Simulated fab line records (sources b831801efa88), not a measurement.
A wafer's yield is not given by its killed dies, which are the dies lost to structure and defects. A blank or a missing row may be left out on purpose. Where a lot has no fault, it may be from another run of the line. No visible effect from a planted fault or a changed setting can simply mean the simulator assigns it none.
What tool caused it? -- flow gf180mcu -- 11 lots with 33 wafers sampled at 2 steps, on a route of 602 steps

## WHAT EACH GAUGE READ, for each wafer
GF_M1_OVL_MEAS_15.
lot,measured,on,M1_OVL (nm)
L691,day 17 15:38,overlay-01,-1 -2 5
L692,day 17 20:44,overlay-01,3 0 -3
L695,day 18 20:46,overlay-02,2 -2 6
L703,day 21 23:07,overlay-02,3 5 2
L704,day 22 09:51,overlay-02,-5 -9 -3
L705,day 22 17:12,overlay-02,-2 7 7
L708,day 24 04:03,overlay-01,4 5 1
L710,day 24 14:35,overlay-02,-2 0 -3
L711,day 24 22:00,overlay-02,-7 -5 -3
L713,day 25 07:40,overlay-01,-3 -3 -7
L712,day 25 09:21,overlay-01,1 1 3

## WHAT TOOL EACH LOT RAN ON (gives the tool, then ch and the chambers of the sampled wafers, and finally the start)
lot,GF_M1_SPUTTER_03
L691,"pvd sputter-02, day 16 16:49"
L692,"pvd sputter-01, day 16 21:04"
L695,"pvd sputter-01, day 17 21:07"
L703,"pvd sputter-02, day 20 23:08"
L704,"pvd sputter-02, day 21 10:07"
L705,"pvd sputter-02, day 21 18:19"
L708,"pvd sputter-01, day 23 05:36"
L710,"pvd sputter-01, day 23 16:30"
L711,"pvd sputter-02, day 23 23:27"
L713,"pvd sputter-02, day 24 09:55"
L712,"pvd sputter-03, day 24 11:28"
- GF_M1_SPUTTER_03: material Ti, target thk 10 nm, time 6.7 s.

## THE ANSWER, worked out from the rows above alone
Rule: the lots themselves supply what counts as usual. The widest of any qualifying gaps counts: lots, ordered by their means at a reading, are off when they make up no more than a third of the lots, leave a main group of 4 or more, and stand apart from it by 3 or more times the standard deviation of that group's means. If all means in a main group match to the digits the tables above print for the reading, that group is not used. Also off: a lot with no number at a reading for which 4 or more lots have one. Where the step has rows for the other lots, those lots are counted as sound.
No lot is off at any reading shown: from this, nothing can be told.

## WHAT THE SIMULATOR PUT IN
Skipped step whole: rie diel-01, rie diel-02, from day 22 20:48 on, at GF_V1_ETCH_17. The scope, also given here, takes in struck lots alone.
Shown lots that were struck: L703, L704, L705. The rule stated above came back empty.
